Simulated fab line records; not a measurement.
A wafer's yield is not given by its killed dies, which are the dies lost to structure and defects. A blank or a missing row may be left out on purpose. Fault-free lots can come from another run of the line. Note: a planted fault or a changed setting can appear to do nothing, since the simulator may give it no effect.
fab line records	flow sky130
record lots=7	wafers=21	lastDay=48
route steps=708 shown LDD_HVP@285 LDD_LDN@289 PAD_OPEN@708
lots untouched by any fault: they come from a run of this same line in which no faults occurred
startH: start of the lot's first displayed wafer, in hours after the record's first day	waitH: hours from the lot's prior step to this one	" same as the row above	L1.1+2: several wafers, shown together as one row	- no value, or no start was given	* or withheld: withheld	< > ~ a bound
route shown NAME@n: names a module that has steps shown in the file, with the first one's number in the route	usual: mean/standard deviation taken from wafers without a fault	same: alike in all rows	chamber/n: place in a boat	sites: the reading at each site	_std_site: how widely they spread, as a standard deviation	_edge_site: the outer-site mean with the inner-site mean subtracted	radiusMm: how far each site lies from the wafer's centre	mask NAME#n: copy n	behind: tool/chamber where the wafer was last shaped	hold: reason for holding the lot/hours on hold/outcome of the hold	device: whichever transistor did not switch (one of n, p or np)	end of line: at the end of the route, the tests of the same wafers	a step with no rows: only its recipe	killed: dies that structure and defects cost at the first sort, which is not the same as the wafer's yield	map: per-die view of a wafer (x killed, . not killed, _ where there is no die)
set.NAME: the setting that was run; set.NAME@STEP: the one run at that earlier step	model.NAME: the simulator's own value behind a step, which no gauge read
lots at some steps of the route; a table a step, a row a wafer
services: from which hour (startH, from the record's first day; less than 0 if before it) a tool's chamber was out of use, for how many hours, and why
## steps
# step SKY_LDD_HVP_OVL_MEAS_07
# usual LDD_HVP_OVL=0.4/1.4
lot.wafer	tool	chamber	startH	waitH	LDD_HVP_OVL[nm]
L929.1	overlay-02	-	521.26	0.1	0.3
L929.3	"	-	"	"	-0.4
L929.6	"	-	"	"	0.5
L930.1	overlay-02	-	526.36	0.1	1.2
L930.2	"	-	"	"	-0.9
L930.4	"	-	"	"	0.2
L931.2	overlay-02	-	533.47	0.1	-0.1
L931.4	"	-	"	"	-1.3
L931.6	"	-	"	"	0.0
L932.2	overlay-01	-	550.72	0.1	-0.8
L932.3	"	-	"	"	-2.7
L932.4	"	-	"	"	-0.8
L934.1	overlay-01	-	557.81	0.1	1.1
L934.3	"	-	"	"	-0.2
L934.4	"	-	"	"	0.5
L935.1	overlay-02	-	566.76	0.1	2.8
L935.3	"	-	"	"	1.1
L935.6	"	-	"	"	2.3
L936.1	overlay-01	-	586.72	0.1	1.6
L936.2	"	-	"	"	1.3
L936.3	"	-	"	"	1.1
# step SKY_LDD_HVP_IMPLANT_08
# recipe species=B	energyKev=20	doseCm2=1.7e+13	tiltDeg=17.9
# step SKY_LDD_HVP_STRIP_09
# recipe chemistry=O2/N2	powerW=1400	pressureMtorr=1500	platenTempC=withheld	o2FlowSccm=3000	n2FlowSccm=300	overashFraction=0.5
# usual drypumpMotorCurrentA=5.67/0.25	oesProductAu=0.408/0.0043	stripTimeToEndpointS=4.138/0.017
lot.wafer	tool	chamber	startH	waitH	drypumpMotorCurrentA	oesProductAu	rfHoursCounterH	stripTimeToEndpointS
L929.1	plasmaAsher-01	1	521.45	0.1	5.72	0.408	86	4.156
L929.3	"	0	"	"	5.59	0.411	-	4.137
L929.6	"	1	"	"	5.75	0.409	-	4.146
L930.1	plasmaAsher-03	1	526.55	0.1	5.20	0.407	11	4.139
L930.2	"	0	"	"	5.82	0.409	11	4.137
L930.4	"	1	"	"	5.20	0.413	-	4.139
L931.2	plasmaAsher-02	0	533.65	0.1	5.98	0.407	72	4.122
L931.4	"	1	"	"	5.77	0.407	-	4.104
L931.6	"	1	"	"	5.73	0.410	-	4.125
L932.2	plasmaAsher-01	1	550.90	0.1	5.75	0.409	89	4.127
L932.3	"	0	"	"	5.58	0.402	-	4.114
L932.4	"	1	"	"	5.73	0.408	-	4.125
L934.1	plasmaAsher-03	1	558.00	0.1	5.22	0.415	14	4.155
L934.3	"	0	"	"	5.84	0.408	-	4.117
L934.4	"	1	"	"	5.22	0.409	-	4.125
L935.1	plasmaAsher-01	0	566.95	0.1	5.57	0.409	90	4.137
L935.3	"	0	"	"	5.57	0.410	-	4.140
L935.6	"	0	"	"	5.56	0.407	-	4.139
L936.1	plasmaAsher-01	1	586.91	0.1	5.77	0.404	92	4.128
L936.2	"	0	"	"	5.58	0.408	92	4.138
L936.3	"	1	"	"	5.71	0.410	-	4.162
# step SKY_LDD_HVP_TW_MEAS_10
# usual LDD_HVP_TW=453/3.9
lot.wafer	tool	chamber	startH	waitH	LDD_HVP_TW
L929.1	filmMetro-03	-	521.55	0.1	450
L929.3	"	-	"	"	452
L929.6	"	-	"	"	450
L930.1	filmMetro-03	-	526.65	0.1	451
L930.2	"	-	"	"	450
L930.4	"	-	"	"	451
L931.2	filmMetro-04	-	533.76	0.1	461
L931.4	"	-	"	"	456
L931.6	"	-	"	"	457
L932.2	filmMetro-01	-	551.01	0.1	453
L932.3	"	-	"	"	456
L932.4	"	-	"	"	454
L934.1	filmMetro-01	-	558.10	0.1	456
L934.3	"	-	"	"	452
L934.4	"	-	"	"	453
L935.1	filmMetro-03	-	567.05	0.1	453
L935.3	"	-	"	"	453
L935.6	"	-	"	"	454
L936.1	filmMetro-01	-	587.01	0.1	456
L936.2	"	-	"	"	452
L936.3	"	-	"	"	455
# step SKY_LDD_LDN_DEHYDRATE_00
# recipe tempC=200	timeS=60
# step SKY_LDD_LDN_HMDS_01
# recipe primeTimeS=60	primeTempC=120
# step SKY_LDD_LDN_COAT_02
# recipe resist=NOVOLAK	spinRpm=3000	resistThkNm=1140
# step SKY_LDD_LDN_SOFTBAKE_03
# recipe tempC=90	timeS=60	resist=NOVOLAK
# step SKY_LDD_LDN_EXPOSE_04
# recipe maskId=LDNTM	na=0.6	sourceShape=conventional	sigmaOuter=0.6	polarization=unpolarized	targetCdNm=700	doseMj=140
# step SKY_LDD_LDN_PEB_05
# recipe tempC=withheld	timeS=*	resist=NOVOLAK
# step SKY_LDD_LDN_DEVELOP_06
# recipe resist=NOVOLAK	developer=TMAH	developTimeS=60	devTempC=23
# step SKY_LDD_LDN_OVL_MEAS_07
# usual LDD_LDN_OVL=0.0/1.2
lot.wafer	tool	chamber	startH	waitH	LDD_LDN_OVL[nm]
L929.1	overlay-01	-	551.99	0.1	-0.8
L929.3	"	-	"	"	0.4
L929.6	"	-	"	"	-1.0
L930.1	overlay-01	-	556.84	0.1	2.5
L930.2	"	-	"	"	2.1
L930.4	"	-	"	"	2.0
L931.2	overlay-01	-	564.36	0.1	0.0
L931.4	"	-	"	"	-1.6
L931.6	"	-	"	"	-0.4
L932.2	overlay-02	-	581.42	0.1	-0.1
L932.3	"	-	"	"	-1.8
L932.4	"	-	"	"	-1.2
L934.1	overlay-01	-	588.34	0.1	1.5
L934.3	"	-	"	"	-0.6
L934.4	"	-	"	"	0.1
L935.1	overlay-02	-	597.06	0.1	0.7
L935.3	"	-	"	"	1.1
L935.6	"	-	"	"	0.0
L936.1	overlay-02	-	617.84	0.1	-0.1
L936.2	"	-	"	"	0.0
L936.3	"	-	"	"	1.2
# step SKY_LDD_LDN_IMPLANT_08
# recipe species=As	energyKev=15	doseCm2=1.25e+13	tiltDeg=withheld	rotationDeg=23
# usual implantIonAmu=75/0
lot.wafer	tool	chamber	startH	waitH	implantIonAmu	model.implant.drpNm	model.implant.rpNm
L929.1	implanter-03	0	552.03	0.0	75	5.933	13.5
L929.3	"	0	"	"	75	5.933	13.5
L929.6	"	0	"	"	75	5.933	13.5
L930.1	implanter-03	0	556.88	0.0	75	5.933	13.06
L930.2	"	0	"	"	75	5.933	13.06
L930.4	"	0	"	"	75	5.933	13.06
L931.2	implanter-02	0	564.42	0.0	75	5.933	12.94
L931.4	"	0	"	"	75	5.933	12.94
L931.6	"	0	"	"	75	5.933	12.94
L932.2	implanter-01	0	581.47	0.0	75	5.933	12.91
L932.3	"	0	"	"	75	5.933	12.91
L932.4	"	0	"	"	75	5.933	12.91
L934.1	implanter-03	0	588.38	0.0	49	7.963	13.61
L934.3	"	0	"	"	49	7.963	13.61
L934.4	"	0	"	"	49	7.963	13.61
L935.1	implanter-01	0	597.09	0.0	49	7.963	13.45
L935.3	"	0	"	"	49	7.963	13.45
L935.6	"	0	"	"	49	7.963	13.45
L936.1	implanter-02	0	617.88	0.0	49	7.963	14.1
L936.2	"	0	"	"	49	7.963	14.1
L936.3	"	0	"	"	49	7.963	14.1
# step SKY_LDD_LDN_IMPLANT_09
# recipe species=As	energyKev=15	doseCm2=1.25e+13	tiltDeg=withheld	rotationDeg=113
# step SKY_LDD_LDN_IMPLANT_10
# recipe species=As	energyKev=15	doseCm2=1.25e+13	tiltDeg=withheld	rotationDeg=203
# step SKY_LDD_LDN_IMPLANT_11
# recipe species=As	energyKev=15	doseCm2=1.25e+13	tiltDeg=withheld	rotationDeg=293
# step SKY_LDD_LDN_STRIP_12
# recipe chemistry=O2/N2	powerW=1400	pressureMtorr=1500	platenTempC=withheld	o2FlowSccm=3000	n2FlowSccm=300	overashFraction=0.5
# usual drypumpMotorCurrentA=5.76/0.27	oesProductAu=0.716/0.0046	stripTimeToEndpointS=14.17/0.036
lot.wafer	tool	chamber	startH	waitH	drypumpMotorCurrentA	oesProductAu	rfHoursCounterH	stripTimeToEndpointS
L929.1	plasmaAsher-04	0	552.63	0.1	6.06	0.721	43	14.19
L929.3	"	0	"	"	6.02	0.714	-	14.21
L929.6	"	1	"	"	5.74	0.713	-	14.22
L930.1	plasmaAsher-03	0	557.48	0.1	5.84	0.713	14	14.18
L930.2	"	1	"	"	5.21	0.719	14	14.13
L930.4	"	1	"	"	5.18	0.707	-	14.12
L931.2	plasmaAsher-04	0	564.99	0.1	6.04	0.711	44	14.15
L931.4	"	0	"	"	6.06	0.722	-	14.18
L931.6	"	1	"	"	5.79	0.716	-	14.16
L932.2	plasmaAsher-02	1	582.05	0.1	5.69	0.721	77	14.22
L932.3	"	1	"	"	5.70	0.714	-	14.19
L932.4	"	0	"	"	5.94	0.717	-	14.20
L934.1	plasmaAsher-02	1	588.98	0.1	5.72	0.711	77	14.10
L934.3	"	0	"	"	5.97	0.719	-	14.12
L934.4	"	1	"	"	5.74	0.719	-	14.10
L935.1	plasmaAsher-04	0	597.69	0.1	6.02	0.716	48	14.14
L935.3	"	0	"	"	6.01	0.708	-	14.14
L935.6	"	0	"	"	6.02	0.713	-	14.13
L936.1	plasmaAsher-04	1	618.48	0.1	5.80	0.721	50	14.19
L936.2	"	0	"	"	6.03	0.718	50	14.21
L936.3	"	0	"	"	6.04	0.722	-	14.17
# step SKY_LDD_LDN_TW_MEAS_13
# usual LDD_LDN_TW=1487/19
lot.wafer	tool	chamber	startH	waitH	LDD_LDN_TW
L929.1	filmMetro-03	-	552.73	0.1	1476
L929.3	"	-	"	"	1466
L929.6	"	-	"	"	1481
L930.1	filmMetro-02	-	557.58	0.1	1488
L930.2	"	-	"	"	1500
L930.4	"	-	"	"	1507
L931.2	filmMetro-02	-	565.10	0.1	1498
L931.4	"	-	"	"	1504
L931.6	"	-	"	"	1498
L932.2	filmMetro-04	-	582.16	0.1	1485
L932.3	"	-	"	"	1490
L932.4	"	-	"	"	1477
L934.1	filmMetro-02	-	589.08	0.1	1417
L934.3	"	-	"	"	1413
L934.4	"	-	"	"	1413
L935.1	filmMetro-04	-	597.79	0.1	1382
L935.3	"	-	"	"	1384
L935.6	"	-	"	"	1387
L936.1	filmMetro-04	-	618.58	0.1	1396
L936.2	"	-	"	"	1389
L936.3	"	-	"	"	1394
# step SKY_LDD_LDN_CLEAN_14
# recipe chemistry=SC1/SC2	mix=1:4:20	tempC=70	timeS=150	dry=n2Spin
# step SKY_PAD_OPEN_PROBE_99
# usual killed_at_M0_to_M3=43/6.8	killed_at_M4_up=3.3/1.9	killedAtContacts=24/5.3	killedAtFrontEnd=14/4.3	killedAtOther=0.3/0.62	killedDies=85/9.8	killedOpen=46/8	killedShort=39/5.9
# same grossDies=492	killedAtBackSide=0
lot.wafer	tool	chamber	startH	waitH	killed_at_M0_to_M3	killed_at_M4_up	killedAtContacts	killedAtFrontEnd	killedAtOther	killedDies	killedOpen	killedShort	model.etest.tipSonos.rsOhmSq	model.etest.sonosUncharged.rOnOhmUm	model.etest.tipSonos.rsOhmSqRange	model.etest.sonosErased.driveUaUm	model.etest.tipSonos.rsOhmSqRimLessCentre	model.etest.sonosErased.vtV	model.etest.sonosUncharged.vtV	model.etest.sonosBaked.vtV
L929.1	prober-01	-	1110.00	0.1	45	1	21	12	0	79	31	48	2697	821.7	51.37	217.1	1.793	-2.3	-0.4333	0.945
L929.3	prober-01	-	1110.10	0.2	44	0	24	17	0	85	52	33	2682	800.8	26.32	166.1	10.09	-2.229	-0.4409	0.885
L929.6	prober-01	-	1110.25	0.2	46	4	24	20	0	94	55	39	2699	825.8	54.5	163.2	19.63	-2.184	-0.3967	0.8431
L930.1	prober-02	-	1112.87	0.1	26	2	30	15	0	73	43	30	2644	824.5	53.44	170.4	19.81	-2.063	-0.3948	0.8139
L930.2	prober-02	-	1112.92	0.1	31	4	21	12	0	68	30	38	2626	801.1	41.18	175	28.6	-2.053	-0.458	0.7378
L930.4	prober-02	-	1113.02	0.2	52	2	24	14	0	92	58	34	2621	807.5	43.85	137.2	24.15	-1.945	-0.484	0.7693
L931.2	prober-01	-	1115.24	0.1	43	5	37	13	0	98	63	35	2607	833	38.2	168.9	-5.218	-2.154	-0.4138	0.8828
L931.4	prober-01	-	1115.34	0.2	43	2	28	10	1	84	48	36	2590	831.5	19.81	176.8	-3.594	-2.078	-0.4043	0.8938
L931.6	prober-01	-	1115.44	0.2	38	3	26	12	0	79	41	38	2644	823.8	38.53	143.3	1.089	-2.038	-0.4142	0.9039
L932.2	prober-02	-	1128.93	0.1	40	1	24	15	0	80	39	41	2615	827.7	34.46	198.9	15.44	-2.223	-0.3931	0.9272
L932.3	prober-02	-	1128.98	0.2	38	4	27	12	0	81	44	37	2644	822.2	44.02	186.1	-15.81	-2.217	-0.4261	0.9574
L932.4	prober-02	-	1129.03	0.2	35	5	29	12	0	81	42	39	2627	834.4	40.74	205.3	17.84	-2.281	-0.3796	1.023
L934.1	prober-02	-	1134.53	0.1	50	2	20	13	1	86	46	40	1.048e+04	952.2	187.7	105.2	68.23	-1.71	-0.09977	1.163
L934.3	prober-02	-	1134.63	0.2	53	5	34	13	0	105	52	53	1.041e+04	965.4	120.3	140	42.54	-1.847	-0.1172	1.228
L934.4	prober-02	-	1134.68	0.2	46	4	32	9	1	92	57	35	1.072e+04	962.5	121.3	124.8	-65.47	-1.789	-0.1386	1.212
L935.1	prober-01	-	1136.56	0.1	40	4	20	9	0	73	47	26	9016	975.5	116.7	120.8	-5.523	-1.755	-0.1321	1.101
L935.3	prober-01	-	1136.66	0.2	42	1	26	14	0	83	44	39	8436	937.9	91.9	121.1	61.43	-1.778	-0.1622	1.15
L935.6	prober-01	-	1136.81	0.2	40	2	33	18	0	93	50	43	9039	964.6	146.4	145.1	81.56	-1.804	-0.1371	1.15
L936.1	prober-02	-	1154.04	0.1	43	6	24	15	0	88	46	42	9091	934.8	131.7	132.4	-101.9	-1.902	-0.1501	1.211
L936.2	prober-02	-	1154.09	0.1	45	5	26	14	1	91	49	42	8780	962.9	154.5	134.8	76.74	-1.825	-0.1093	1.224
L936.3	prober-02	-	1154.14	0.2	38	1	27	20	0	86	50	36	8792	964	148	151.4	-28.7	-1.943	-0.1204	1.244
# killed by level:class
L929.1 VIA1:geometricParticle:open=10 CONTACT:geometricParticle:open=8 VIA2:geometricParticle:open=7 VIA3:geometricParticle:short=6 LOCAL_INTERCONNECT:geometricParticle:short=6 VIA1:geometricParticle:short=6 METAL2:geometricParticle:short=6 POLY_GATE:geometricParticle:short=5
L929.3 VIA1:geometricParticle:open=11 VIA2:geometricParticle:open=10 CONTACT:geometricParticle:open=9 CONTACT:geometricParticle:short=8 VIA3:geometricParticle:open=6 METAL3:geometricParticle:short=5 FIELD_ISO:geometricParticle:open=4 POLY_GATE:geometricParticle:open=4
L929.6 POLY_GATE:geometricParticle:open=8 CONTACT:geometricParticle:open=8 VIA3:geometricParticle:open=8 VIA1:geometricParticle:open=7 FIELD_ISO:geometricParticle:open=5 METAL1:geometricParticle:short=5 VIA3:geometricParticle:short=5 VIA2:geometricParticle:open=5
L930.1 CONTACT:geometricParticle:open=16 VIA1:geometricParticle:open=9 LOCAL_INTERCONNECT:geometricParticle:short=8 FIELD_ISO:geometricParticle:open=4 POLY_GATE:geometricParticle:short=3 SPACER:geometricParticle:open=3 LI_CONTACT:geometricParticle:open=3 METAL1:geometricParticle:short=3
L930.2 LI_CONTACT:geometricParticle:open=7 VIA1:geometricParticle:open=6 SPACER:geometricParticle:short=5 VIA1:geometricParticle:short=5 CONTACT:geometricParticle:open=5 METAL1:geometricParticle:short=5 METAL2:geometricParticle:short=4 CONTACT:geometricParticle:short=4
L930.4 VIA1:geometricParticle:open=13 CONTACT:geometricParticle:open=10 VIA1:geometricParticle:short=7 POLY_GATE:geometricParticle:open=6 VIA3:geometricParticle:open=6 LI_CONTACT:geometricParticle:open=6 VIA2:geometricParticle:open=6 VIA3:geometricParticle:short=5
L931.2 CONTACT:geometricParticle:open=17 VIA1:geometricParticle:open=16 LI_CONTACT:geometricParticle:open=7 VIA2:geometricParticle:open=6 CONTACT:geometricParticle:short=5 VIA3:geometricParticle:open=5 FIELD_ISO:geometricParticle:open=4 LOCAL_INTERCONNECT:geometricParticle:short=4
L931.4 CONTACT:geometricParticle:open=12 VIA1:geometricParticle:open=12 LI_CONTACT:geometricParticle:open=7 VIA2:geometricParticle:open=7 FIELD_ISO:geometricParticle:short=5 VIA1:geometricParticle:short=4 VIA2:geometricParticle:short=4 METAL3:geometricParticle:short=3
L931.6 VIA1:geometricParticle:open=10 CONTACT:geometricParticle:open=9 LOCAL_INTERCONNECT:geometricParticle:short=7 METAL2:geometricParticle:short=6 METAL1:geometricParticle:short=5 VIA2:geometricParticle:open=5 LI_CONTACT:geometricParticle:open=4 METAL1:geometricParticle:open=4
L932.2 CONTACT:geometricParticle:open=11 VIA1:geometricParticle:short=7 METAL1:geometricParticle:short=6 VIA1:geometricParticle:open=6 CONTACT:geometricParticle:short=5 FIELD_ISO:geometricParticle:short=4 LI_CONTACT:geometricParticle:open=4 VIA2:geometricParticle:open=4
L932.3 CONTACT:geometricParticle:open=12 VIA1:geometricParticle:open=8 FIELD_ISO:geometricParticle:open=6 CONTACT:geometricParticle:short=6 VIA2:geometricParticle:open=6 METAL1:geometricParticle:short=5 VIA3:geometricParticle:open=5 FIELD_ISO:geometricParticle:short=4
L932.4 VIA2:geometricParticle:open=11 LOCAL_INTERCONNECT:geometricParticle:short=8 CONTACT:geometricParticle:short=7 CONTACT:geometricParticle:open=7 LI_CONTACT:geometricParticle:open=6 VIA3:geometricParticle:open=6 VIA1:geometricParticle:short=4 METAL4:geometricParticle:short=4
L934.1 VIA1:geometricParticle:open=10 CONTACT:geometricParticle:open=8 METAL1:geometricParticle:short=6 VIA3:geometricParticle:open=6 FIELD_ISO:geometricParticle:open=5 FIELD_ISO:geometricParticle:short=5 LOCAL_INTERCONNECT:geometricParticle:short=5 METAL3:geometricParticle:short=5
L934.3 CONTACT:geometricParticle:open=12 CONTACT:geometricParticle:short=11 VIA1:geometricParticle:open=10 VIA3:geometricParticle:open=8 METAL1:geometricParticle:short=7 METAL2:geometricParticle:short=7 LI_CONTACT:geometricParticle:open=6 VIA1:geometricParticle:short=5
L934.4 CONTACT:geometricParticle:open=15 VIA1:geometricParticle:open=10 VIA2:geometricParticle:open=9 LOCAL_INTERCONNECT:geometricParticle:short=6 LI_CONTACT:geometricParticle:open=5 VIA3:geometricParticle:open=5 VIA1:geometricParticle:short=5 FIELD_ISO:geometricParticle:open=4
L935.1 VIA3:geometricParticle:open=11 CONTACT:geometricParticle:open=10 VIA1:geometricParticle:open=10 METAL2:geometricParticle:short=5 LI_CONTACT:geometricParticle:open=5 FIELD_ISO:geometricParticle:open=4 METAL1:geometricParticle:short=4 VIA2:geometricParticle:open=4
L935.3 LI_CONTACT:geometricParticle:open=9 CONTACT:geometricParticle:open=9 METAL1:geometricParticle:short=7 VIA2:geometricParticle:open=7 FIELD_ISO:geometricParticle:short=5 CONTACT:geometricParticle:short=5 VIA1:geometricParticle:short=5 METAL2:geometricParticle:short=5
L935.6 CONTACT:geometricParticle:open=16 VIA1:geometricParticle:open=10 VIA3:geometricParticle:open=8 CONTACT:geometricParticle:short=8 POLY_GATE:geometricParticle:short=5 METAL1:geometricParticle:short=5 FIELD_ISO:geometricParticle:short=4 POLY_GATE:geometricParticle:open=4
L936.1 LI_CONTACT:geometricParticle:open=8 VIA1:geometricParticle:open=8 METAL2:geometricParticle:short=8 CONTACT:geometricParticle:open=6 CONTACT:geometricParticle:short=5 VIA2:geometricParticle:open=5 METAL4:geometricParticle:short=5 POLY_GATE:geometricParticle:short=4
L936.2 CONTACT:geometricParticle:open=9 METAL1:geometricParticle:short=9 LI_CONTACT:geometricParticle:open=8 VIA3:geometricParticle:open=7 LOCAL_INTERCONNECT:geometricParticle:short=6 VIA1:geometricParticle:open=6 VIA2:geometricParticle:open=6 FIELD_ISO:geometricParticle:open=5
L936.3 VIA1:geometricParticle:open=16 CONTACT:geometricParticle:open=15 POLY_GATE:geometricParticle:open=6 METAL2:geometricParticle:short=5 VIA1:geometricParticle:short=4 FIELD_ISO:geometricParticle:open=4 FIELD_ISO:geometricParticle:short=4 POLY_GATE:geometricParticle:short=4
## services
tool	chamber	startH	hours	kind
plasmaAsher-02	-	517.89	13.6	pm
implanter-01	-	525.41	4.5	pm
implanter-01	-	532.41	1.4	repair
implanter-01	-	546.90	2.0	repair
plasmaAsher-01	-	553.92	1.5	repair
implanter-01	-	602.79	2.7	pm
implanter-03	-	614.30	2.1	repair
## key
firstSign step=SKY_LDD_LDN_IMPLANT_08	reading=implantIonAmu	direction=down	sigmas=99+	usual=75	struck=49
effect step=SKY_LDD_LDN_TW_MEAS_13	reading=LDD_LDN_TW	direction=down	sigmas=4.8	usual=1487	struck=1397
modelEffect step=SKY_LDD_LDN_IMPLANT_08	value=implant.drpNm	without=5.933	struck=7.963
modelEffect step=SKY_PAD_OPEN_PROBE_99	value=etest.tipSonos.rsOhmSq	without=2620	struck=9418
metAt SKY_LDD_LDN_IMPLANT_08
struckWafers L934.1,L934.3,L934.4,L935.1,L935.3,L935.6,L936.1,L936.2,L936.3
testerLeftOut L934,L935,L936
onsetBetween 581.47 588.38
fault kind=wrongRecipeDownload	tool=implanter-01,implanter-02,implanter-03	chamber=-	onsetH=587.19	steps=SKY_LDD_LDN_IMPLANT_08	wrongRecipe.notListed=1
# testerLeftOut: of these lots the tester's yield and bins aren't shown, on N5 and GAA mostly nor the transistor test; their killed dies are dies lost to structure and defects alone, not to doping, threshold or leakage, so they don't give the yield
